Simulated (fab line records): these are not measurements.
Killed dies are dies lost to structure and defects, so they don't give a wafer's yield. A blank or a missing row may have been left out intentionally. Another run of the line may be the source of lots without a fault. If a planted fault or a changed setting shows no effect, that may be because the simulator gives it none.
fab line records + flow sky130
record:
- lots: 11
- wafers: 33
- last-day: 50
route steps=708 shown LDD_HVN@276 LDD_HVP@285 SD_P@327 SD_N@351
lots that met no fault: taken from a fault-free run of the same line
start-h: hours from the record's opening day to when the first of the lot's shown wafers began + wait-h: hours since the lot's step before + " same as the row above + L1.1+2: a single row standing in for several wafers + - no value, or no start was given + * or withheld: withheld + < > ~ a bound
route shown NAME@n: a module of which the file shows steps, and the number in the route of the first + usual: mean/standard deviation taken from wafers without a fault + same: alike in all rows + chamber/n: place in a boat + sites: each site's reading + _std_site: the values' standard deviation + _edge_site: mean of outer sites minus mean of inner sites + radius-mm: how far each site lies from the wafer's centre + mask NAME#n: copy n + behind: tool/chamber where the wafer was last shaped + hold: reason for holding the lot/hours on hold/outcome of the hold + device: the transistor (n, p or np) that didn't switch + end of line: at the end of the route, the tests of the same wafers + step lacking rows: just its recipe + killed: count of dies lost to structure and defects at first sort (not the wafer's yield) + map: shows each die of a wafer: x if killed, . if not, _ if none is there
set.NAME: setting as actually run; set.NAME@STEP: the setting as run at that earlier step + model.NAME: the simulator's own value behind a step, which no gauge read
a sample of lots followed through the steps of the route, with each step as a table and each wafer as a row
services: the hour from which a tool's chamber was out of use, counted from the record's first day as start-h (under 0 if before that day), plus the number of hours and why
== steps ==
step: SKY_LDD_HVN_STRIP_09
recipe:
- chemistry: O2/N2
- power-w: 1400
- pressure-mtorr: 1500
- platen-temp-c: withheld
- o2-flow-sccm: 3000
- n2-flow-sccm: 300
- overash-fraction: 0.5
usual:
- drypump-motor-current-A: 5.6/0.54
- oes-product-au: 0.409/0.0047
- strip-time-to-endpoint-s: 4.133/0.014
| lot.wafer | tool            | chamber | start-h | wait-h | drypump-motor-current-A | oes-product-au | rf-hours-counter-h | strip-time-to-endpoint-s |
|-----------|-----------------|---------|---------|--------|-------------------------|----------------|--------------------|--------------------------|
| L257.4    | plasma-asher-03 | 0       | 483.83  | 0.1    | 5.6                     | 0.410          | -                  | 4.128                    |
| L257.5    | "               | 0       | "       | "      | 5.6                     | 0.412          | -                  | 4.137                    |
| L257.6    | "               | 1       | "       | "      | 5.3                     | 0.407          | -                  | 4.110                    |
| L259.1    | plasma-asher-02 | 1       | 503.74  | 0.1    | 5.1                     | 0.410          | 68                 | 4.130                    |
| L259.4    | "               | 0       | "       | "      | 5.3                     | 0.415          | -                  | 4.131                    |
| L259.6    | "               | 0       | "       | "      | 5.3                     | 0.407          | -                  | 4.141                    |
| L261.2    | plasma-asher-03 | 1       | 519.29  | 0.1    | 5.3                     | 0.421          | 9                  | 4.121                    |
| L261.3    | "               | 1       | "       | "      | 5.3                     | 0.408          | -                  | 4.110                    |
| L261.6    | "               | 0       | "       | "      | 5.6                     | 0.407          | -                  | 4.135                    |
| L260.1    | plasma-asher-02 | 1       | 523.59  | 0.1    | 5.1                     | 0.411          | 71                 | 4.136                    |
| L260.2    | "               | 0       | "       | "      | 5.3                     | 0.408          | 71                 | 4.131                    |
| L260.4    | "               | 0       | "       | "      | 5.3                     | 0.405          | -                  | 4.130                    |
| L262.1    | plasma-asher-03 | 0       | 537.39  | 0.1    | 5.6                     | 0.414          | 11                 | 4.131                    |
| L262.2    | "               | 1       | "       | "      | 5.3                     | 0.415          | 11                 | 4.135                    |
| L262.3    | "               | 1       | "       | "      | 5.3                     | 0.416          | -                  | 4.138                    |
| L272.2    | plasma-asher-03 | 0       | 615.84  | 0.1    | 5.6                     | 0.413          | 24                 | 4.119                    |
| L272.3    | "               | 0       | "       | "      | 5.6                     | 0.411          | -                  | 4.130                    |
| L272.6    | "               | 1       | "       | "      | 5.3                     | 0.406          | -                  | 4.126                    |
| L273.4    | plasma-asher-01 | 0       | 623.43  | 0.1    | 6.7                     | 0.408          | -                  | 4.132                    |
| L273.5    | "               | 0       | "       | "      | 6.7                     | 0.408          | -                  | 4.151                    |
| L273.6    | "               | 1       | "       | "      | 5.8                     | 0.408          | -                  | 4.159                    |
| L275.3    | plasma-asher-01 | 0       | 647.73  | 0.1    | 6.8                     | 0.409          | -                  | 4.133                    |
| L275.4    | "               | 1       | "       | "      | 5.8                     | 0.412          | -                  | 4.139                    |
| L275.5    | "               | 1       | "       | "      | 5.8                     | 0.408          | -                  | 4.137                    |
| L276.3    | plasma-asher-02 | 0       | 649.63  | 0.1    | 5.3                     | 0.405          | -                  | 4.112                    |
| L276.4    | "               | 1       | "       | "      | 5.1                     | 0.406          | -                  | 4.135                    |
| L276.6    | "               | 1       | "       | "      | 5.1                     | 0.418          | -                  | 4.125                    |
| L278.2    | plasma-asher-03 | 0       | 658.14  | 0.1    | 5.6                     | 0.404          | 28                 | 4.118                    |
| L278.3    | "               | 1       | "       | "      | 5.4                     | 0.411          | -                  | 4.094                    |
| L278.5    | "               | 0       | "       | "      | 5.6                     | 0.402          | -                  | 4.127                    |
| L277.2    | plasma-asher-01 | 1       | 660.77  | 0.1    | 5.8                     | 0.405          | 55                 | 4.136                    |
| L277.5    | "               | 1       | "       | "      | 5.8                     | 0.409          | -                  | 4.141                    |
| L277.6    | "               | 0       | "       | "      | 6.7                     | 0.408          | -                  | 4.131                    |
step: SKY_LDD_HVP_OVL_MEAS_07
usual:
- LDD_HVP_OVL: 0.7/1.3
| lot.wafer | tool       | chamber | start-h | wait-h | LDD_HVP_OVL[nm] |
|-----------|------------|---------|---------|--------|-----------------|
| L257.4    | overlay-01 | -       | 513.93  | 0.1    | 1.4             |
| L257.5    | "          | -       | "       | "      | 1.6             |
| L257.6    | "          | -       | "       | "      | 0.7             |
| L259.1    | overlay-01 | -       | 533.98  | 0.1    | 1.7             |
| L259.4    | "          | -       | "       | "      | 2.1             |
| L259.6    | "          | -       | "       | "      | 0.7             |
| L261.2    | overlay-01 | -       | 549.46  | 0.1    | 2.2             |
| L261.3    | "          | -       | "       | "      | 0.6             |
| L261.6    | "          | -       | "       | "      | 1.5             |
| L260.1    | overlay-01 | -       | 553.98  | 0.1    | 0.0             |
| L260.2    | "          | -       | "       | "      | 1.1             |
| L260.4    | "          | -       | "       | "      | 0.5             |
| L262.1    | overlay-02 | -       | 567.38  | 0.1    | 2.0             |
| L262.2    | "          | -       | "       | "      | -0.2            |
| L262.3    | "          | -       | "       | "      | 0.9             |
| L272.2    | overlay-02 | -       | 644.21  | 0.1    | 1.4             |
| L272.3    | "          | -       | "       | "      | 1.7             |
| L272.6    | "          | -       | "       | "      | 1.3             |
| L273.4    | overlay-02 | -       | 651.27  | 0.1    | -2.4            |
| L273.5    | "          | -       | "       | "      | -0.4            |
| L273.6    | "          | -       | "       | "      | -1.9            |
| L275.3    | overlay-02 | -       | 675.47  | 0.1    | -0.7            |
| L275.4    | "          | -       | "       | "      | -1.3            |
| L275.5    | "          | -       | "       | "      | -0.1            |
| L276.3    | overlay-01 | -       | 677.99  | 0.1    | -0.7            |
| L276.4    | "          | -       | "       | "      | -1.8            |
| L276.6    | "          | -       | "       | "      | 0.9             |
| L278.2    | overlay-01 | -       | 685.71  | 0.1    | 1.1             |
| L278.3    | "          | -       | "       | "      | 0.5             |
| L278.5    | "          | -       | "       | "      | -0.4            |
| L277.2    | overlay-01 | -       | 688.64  | 0.1    | 0.4             |
| L277.5    | "          | -       | "       | "      | 2.8             |
| L277.6    | "          | -       | "       | "      | 0.0             |
step: SKY_SD_P_CD_MEAS_07
recipe:
- target-cd-nm: 380
usual:
- cd-nm: 379.0/2.2
| lot.wafer | tool      | chamber | start-h | wait-h | cd-nm |
|-----------|-----------|---------|---------|--------|-------|
| L257.4    | cd-sem-01 | -       | 606.92  | 0.1    | 379.6 |
| L257.5    | "         | -       | "       | "      | 382.7 |
| L257.6    | "         | -       | "       | "      | 382.5 |
| L259.1    | cd-sem-01 | -       | 625.31  | 0.1    | 378.9 |
| L259.4    | "         | -       | "       | "      | 377.1 |
| L259.6    | "         | -       | "       | "      | 378.0 |
| L261.2    | cd-sem-01 | -       | 641.60  | 0.1    | 379.9 |
| L261.3    | "         | -       | "       | "      | 377.5 |
| L261.6    | "         | -       | "       | "      | 379.3 |
| L260.1    | cd-sem-02 | -       | 645.91  | 0.1    | 374.5 |
| L260.2    | "         | -       | "       | "      | 376.7 |
| L260.4    | "         | -       | "       | "      | 376.6 |
| L262.1    | cd-sem-02 | -       | 658.26  | 0.1    | 380.1 |
| L262.2    | "         | -       | "       | "      | 378.0 |
| L262.3    | "         | -       | "       | "      | 379.4 |
| L272.2    | cd-sem-02 | -       | 730.78  | 0.1    | 377.0 |
| L272.3    | "         | -       | "       | "      | 381.2 |
| L272.6    | "         | -       | "       | "      | 377.8 |
| L273.4    | cd-sem-01 | -       | 736.82  | 0.1    | 376.2 |
| L273.5    | "         | -       | "       | "      | 377.9 |
| L273.6    | "         | -       | "       | "      | 378.2 |
| L275.3    | cd-sem-01 | -       | 762.79  | 0.2    | 378.4 |
| L275.4    | "         | -       | "       | "      | 377.5 |
| L275.5    | "         | -       | "       | "      | 379.7 |
| L276.3    | cd-sem-02 | -       | 765.35  | 0.1    | 378.3 |
| L276.4    | "         | -       | "       | "      | 381.5 |
| L276.6    | "         | -       | "       | "      | 380.4 |
| L278.2    | cd-sem-01 | -       | 768.93  | 0.1    | 385.5 |
| L278.3    | "         | -       | "       | "      | 382.4 |
| L278.5    | "         | -       | "       | "      | 383.4 |
| L277.2    | cd-sem-01 | -       | 773.43  | 0.1    | 378.5 |
| L277.5    | "         | -       | "       | "      | 377.8 |
| L277.6    | "         | -       | "       | "      | 378.4 |
step: SKY_SD_N_IMPLANT_09
recipe:
- species: As
- energy-kev: 50
- dose-cm2: 4e+15
- tilt-deg: 0
usual:
- beam-energy-keV: 49.998/0.017
- beam-on-s: 17.9/0.55
- faraday-current-uA: 12256/370
| lot.wafer | tool         | chamber | start-h | wait-h | beam-energy-keV | beam-on-s | faraday-current-uA |
|-----------|--------------|---------|---------|--------|-----------------|-----------|--------------------|
| L257.4    | implanter-01 | 0       | 664.46  | 0.1    | 49.983          | 18.9      | 11633              |
| L257.5    | "            | 0       | "       | "      | 49.992          | 18.1      | 12138              |
| L257.6    | "            | 0       | "       | "      | 50.002          | 17.9      | 12159              |
| L259.1    | implanter-01 | 0       | 683.36  | 0.0    | 49.990          | 19.0      | 11530              |
| L259.4    | "            | 0       | "       | "      | 50.004          | 18.3      | 11963              |
| L259.6    | "            | 0       | "       | "      | 49.996          | 17.6      | 12488              |
| L261.2    | implanter-01 | 0       | 699.29  | 0.0    | 50.009          | 18.1      | 12120              |
| L261.3    | "            | 0       | "       | "      | 50.016          | 18.5      | 11910              |
| L261.6    | "            | 0       | "       | "      | 50.004          | 17.8      | 12311              |
| L260.1    | implanter-01 | 0       | 703.36  | 0.0    | 47.761          | 18.1      | 12135              |
| L260.2    | "            | 0       | "       | "      | 47.745          | 18.6      | 11723              |
| L260.4    | "            | 0       | "       | "      | 47.754          | 19.0      | 11581              |
| L262.1    | implanter-01 | 0       | 714.06  | 0.0    | 47.742          | 18.1      | 12085              |
| L262.2    | "            | 0       | "       | "      | 47.700          | 18.3      | 12015              |
| L262.3    | "            | 0       | "       | "      | 47.736          | 18.5      | 11823              |
| L272.2    | implanter-04 | 0       | 785.64  | 0.0    | 50.009          | 17.0      | 12920              |
| L272.3    | "            | 0       | "       | "      | 50.004          | 17.5      | 12450              |
| L272.6    | "            | 0       | "       | "      | 50.025          | 17.0      | 12909              |
| L273.4    | implanter-01 | 0       | 791.34  | 0.1    | 50.044          | 18.1      | 12133              |
| L273.5    | "            | 0       | "       | "      | 50.014          | 18.1      | 12120              |
| L273.6    | "            | 0       | "       | "      | 50.038          | 18.3      | 11932              |
| L275.3    | implanter-01 | 0       | 816.01  | 0.1    | 50.026          | 18.0      | 12159              |
| L275.4    | "            | 0       | "       | "      | 50.032          | 18.1      | 12132              |
| L275.5    | "            | 0       | "       | "      | 50.023          | 17.9      | 12192              |
| L276.3    | implanter-04 | 0       | 818.51  | 0.1    | 50.001          | 17.0      | 12900              |
| L276.4    | "            | 0       | "       | "      | 49.982          | 16.8      | 13025              |
| L276.6    | "            | 0       | "       | "      | 49.992          | 17.5      | 12459              |
| L278.2    | implanter-03 | 0       | 822.44  | 0.0    | 50.005          | 17.7      | 12341              |
| L278.3    | "            | 0       | "       | "      | 50.005          | 17.4      | 12497              |
| L278.5    | "            | 0       | "       | "      | 49.992          | 18.1      | 12065              |
| L277.2    | implanter-01 | 0       | 826.59  | 0.0    | 49.977          | 18.4      | 11871              |
| L277.5    | "            | 0       | "       | "      | 50.004          | 18.4      | 11933              |
| L277.6    | "            | 0       | "       | "      | 49.966          | 18.3      | 11941              |
step: SKY_SD_N_STRIP_11
recipe:
- chemistry: O2/N2
- power-w: 1400
- pressure-mtorr: 1500
- platen-temp-c: withheld
- o2-flow-sccm: 3000
- n2-flow-sccm: 300
- overash-fraction: 0.5
usual:
- drypump-motor-current-A: 5.8/0.51
- oes-product-au: 0.526/0.0043
- strip-time-to-endpoint-s: 22.52/0.038
| lot.wafer | tool            | chamber | start-h | wait-h | drypump-motor-current-A | oes-product-au | rf-hours-counter-h | strip-time-to-endpoint-s |
|-----------|-----------------|---------|---------|--------|-------------------------|----------------|--------------------|--------------------------|
| L257.4    | plasma-asher-03 | 1       | 664.71  | 0.1    | 5.3                     | 0.530          | -                  | 22.47                    |
| L257.5    | "               | 0       | "       | "      | 5.6                     | 0.521          | -                  | 22.50                    |
| L257.6    | "               | 1       | "       | "      | 5.3                     | 0.535          | -                  | 22.48                    |
| L259.1    | plasma-asher-03 | 1       | 683.66  | 0.1    | 5.3                     | 0.526          | 31                 | 22.56                    |
| L259.4    | "               | 1       | "       | "      | 5.3                     | 0.523          | -                  | 22.55                    |
| L259.6    | "               | 0       | "       | "      | 5.6                     | 0.523          | -                  | 22.52                    |
| L261.2    | plasma-asher-03 | 0       | 699.56  | 0.1    | 5.6                     | 0.527          | 32                 | 22.46                    |
| L261.3    | "               | 1       | "       | "      | 5.3                     | 0.528          | -                  | 22.48                    |
| L261.6    | "               | 0       | "       | "      | 5.6                     | 0.528          | -                  | 22.49                    |
| L260.1    | plasma-asher-03 | 0       | 703.66  | 0.1    | 5.6                     | 0.533          | 33                 | 22.18                    |
| L260.2    | "               | 1       | "       | "      | 5.3                     | 0.531          | 33                 | 22.22                    |
| L260.4    | "               | 0       | "       | "      | 5.6                     | 0.526          | -                  | 22.20                    |
| L262.1    | plasma-asher-01 | 1       | 714.36  | 0.1    | 5.8                     | 0.530          | 61                 | 22.23                    |
| L262.2    | "               | 0       | "       | "      | 6.8                     | 0.519          | 61                 | 22.15                    |
| L262.3    | "               | 1       | "       | "      | 5.8                     | 0.527          | -                  | 22.16                    |
| L272.2    | plasma-asher-01 | 0       | 785.91  | 0.1    | 6.7                     | 0.520          | 68                 | 22.52                    |
| L272.3    | "               | 0       | "       | "      | 6.7                     | 0.516          | -                  | 22.56                    |
| L272.6    | "               | 0       | "       | "      | 6.7                     | 0.532          | -                  | 22.58                    |
| L273.4    | plasma-asher-03 | 0       | 791.60  | 0.1    | 5.6                     | 0.525          | -                  | 22.52                    |
| L273.5    | "               | 1       | "       | "      | 5.3                     | 0.531          | -                  | 22.51                    |
| L273.6    | "               | 0       | "       | "      | 5.6                     | 0.531          | -                  | 22.55                    |
| L275.3    | plasma-asher-01 | 1       | 816.29  | 0.1    | 5.8                     | 0.529          | -                  | 22.56                    |
| L275.4    | "               | 0       | "       | "      | 6.7                     | 0.533          | -                  | 22.51                    |
| L275.5    | "               | 1       | "       | "      | 5.8                     | 0.527          | -                  | 22.56                    |
| L276.3    | plasma-asher-01 | 1       | 818.80  | 0.1    | 5.8                     | 0.524          | -                  | 22.48                    |
| L276.4    | "               | 0       | "       | "      | 6.7                     | 0.530          | -                  | 22.48                    |
| L276.6    | "               | 1       | "       | "      | 5.8                     | 0.523          | -                  | 22.51                    |
| L278.2    | plasma-asher-01 | 1       | 822.71  | 0.1    | 5.8                     | 0.520          | 73                 | 22.40                    |
| L278.3    | "               | 1       | "       | "      | 5.8                     | 0.526          | -                  | 22.47                    |
| L278.5    | "               | 1       | "       | "      | 5.8                     | 0.524          | -                  | 22.43                    |
| L277.2    | plasma-asher-04 | 1       | 826.86  | 0.1    | 6.1                     | 0.517          | 3                  | 22.50                    |
| L277.5    | "               | 0       | "       | "      | 5.7                     | 0.527          | -                  | 22.51                    |
| L277.6    | "               | 1       | "       | "      | 6.1                     | 0.517          | -                  | 22.53                    |
step: SKY_SD_N_RS_MEAS_16
recipe:
- thk-meas-gauge: four-point-probe
usual:
- SD_N_RS: 68.58/0.13
| lot.wafer | tool          | chamber | start-h | wait-h | SD_N_RS[ohm/sq] |
|-----------|---------------|---------|---------|--------|-----------------|
| L257.4    | film-metro-04 | -       | 665.12  | 0.1    | 68.49           |
| L257.5    | "             | -       | "       | "      | 68.48           |
| L257.6    | "             | -       | "       | "      | 68.68           |
| L259.1    | film-metro-02 | -       | 684.05  | 0.1    | 68.65           |
| L259.4    | "             | -       | "       | "      | 68.51           |
| L259.6    | "             | -       | "       | "      | 68.59           |
| L261.2    | film-metro-04 | -       | 699.97  | 0.1    | 68.62           |
| L261.3    | "             | -       | "       | "      | 68.89           |
| L261.6    | "             | -       | "       | "      | 68.62           |
| L260.1    | film-metro-03 | -       | 704.05  | 0.1    | 70.25           |
| L260.2    | "             | -       | "       | "      | 70.25           |
| L260.4    | "             | -       | "       | "      | 70.31           |
| L262.1    | film-metro-02 | -       | 714.74  | 0.1    | 70.49           |
| L262.2    | "             | -       | "       | "      | 70.63           |
| L262.3    | "             | -       | "       | "      | 70.30           |
| L272.2    | film-metro-02 | -       | 786.32  | 0.1    | 68.66           |
| L272.3    | "             | -       | "       | "      | 68.71           |
| L272.6    | "             | -       | "       | "      | 68.70           |
| L273.4    | film-metro-04 | -       | 792.01  | 0.1    | 68.48           |
| L273.5    | "             | -       | "       | "      | 68.58           |
| L273.6    | "             | -       | "       | "      | 68.41           |
| L275.3    | film-metro-04 | -       | 816.69  | 0.1    | 68.39           |
| L275.4    | "             | -       | "       | "      | 68.40           |
| L275.5    | "             | -       | "       | "      | 68.30           |
| L276.3    | film-metro-04 | -       | 819.19  | 0.1    | 68.41           |
| L276.4    | "             | -       | "       | "      | 68.72           |
| L276.6    | "             | -       | "       | "      | 68.65           |
| L278.2    | film-metro-04 | -       | 823.11  | 0.1    | 68.65           |
| L278.3    | "             | -       | "       | "      | 68.63           |
| L278.5    | "             | -       | "       | "      | 68.50           |
| L277.2    | film-metro-02 | -       | 827.27  | 0.1    | 68.80           |
| L277.5    | "             | -       | "       | "      | 68.66           |
| L277.6    | "             | -       | "       | "      | 68.73           |
== services ==
| tool            | chamber | start-h | hours | kind   |
|-----------------|---------|---------|-------|--------|
| implanter-04    | -       | 471.98  | 1.1   | repair |
| implanter-03    | -       | 481.39  | 6.9   | repair |
| plasma-asher-01 | -       | 511.19  | 28.1  | pm     |
| implanter-04    | -       | 516.78  | 2.9   | pm     |
| implanter-01    | -       | 522.29  | 0.6   | repair |
| plasma-asher-04 | -       | 534.94  | 86.4  | repair |
| plasma-asher-04 | -       | 539.14  | 4.9   | repair |
| plasma-asher-02 | -       | 546.82  | 2.8   | pm     |
| plasma-asher-04 | -       | 546.89  | 0.4   | repair |
| implanter-01    | -       | 547.01  | 21.7  | repair |
| plasma-asher-02 | -       | 577.61  | 15.6  | pm     |
| implanter-01    | -       | 582.34  | 4.0   | pm     |
| implanter-03    | -       | 583.85  | 6.0   | repair |
| implanter-03    | -       | 590.25  | 5.2   | pm     |
| implanter-03    | -       | 599.04  | 5.8   | repair |
| plasma-asher-01 | -       | 615.14  | 4.3   | pm     |
| implanter-03    | -       | 635.88  | 1.2   | repair |
| implanter-01    | -       | 655.54  | 8.8   | repair |
| implanter-04    | -       | 671.37  | 1.6   | repair |
| implanter-04    | -       | 672.57  | 7.1   | repair |
| implanter-04    | -       | 690.95  | 5.3   | pm     |
| plasma-asher-02 | -       | 743.40  | 3.0   | repair |
| implanter-01    | -       | 794.10  | 12.4  | repair |
| implanter-04    | -       | 825.81  | 28.4  | pm     |
== key ==
first-sign:
- step: SKY_SD_N_IMPLANT_09
- reading: beam-energy-keV
- direction: down
- sigmas: 99+
- usual: *
- struck: *
effect:
- step: SKY_SD_N_STRIP_11
- reading: strip-time-to-endpoint-s
- direction: down
- sigmas: 8.9
- usual: *
- struck: *
effect:
- step: SKY_SD_N_RS_MEAS_16
- reading: SD_N_RS
- direction: up
- sigmas: 13
- usual: 68.58
- struck: 70.37
met-at SKY_SD_N_IMPLANT_09
struck-lots L260,L262
tester-left-out L260,L262
not-acting-at SKY_LDD_HVN_STRIP_09,SKY_LDD_HVP_OVL_MEAS_07,SKY_SD_P_CD_MEAS_07
onset-between 699.29 703.36
fault:
- kind: process-parameter-drift
- tool: implanter-01
- chamber: -
- onset-h: 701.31
- steps: SKY_SD_N_IMPLANT_09
- channel: energy-kev
- offset: *
- shape: step
- end-h: 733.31
- acts-in: *
- stated: *
tester-left-out: of these lots the tester's yield and bins aren't shown, on N5 and GAA mostly nor the transistor test; their killed dies are dies lost to structure and defects alone, not to doping, threshold or leakage, so they don't give the yield
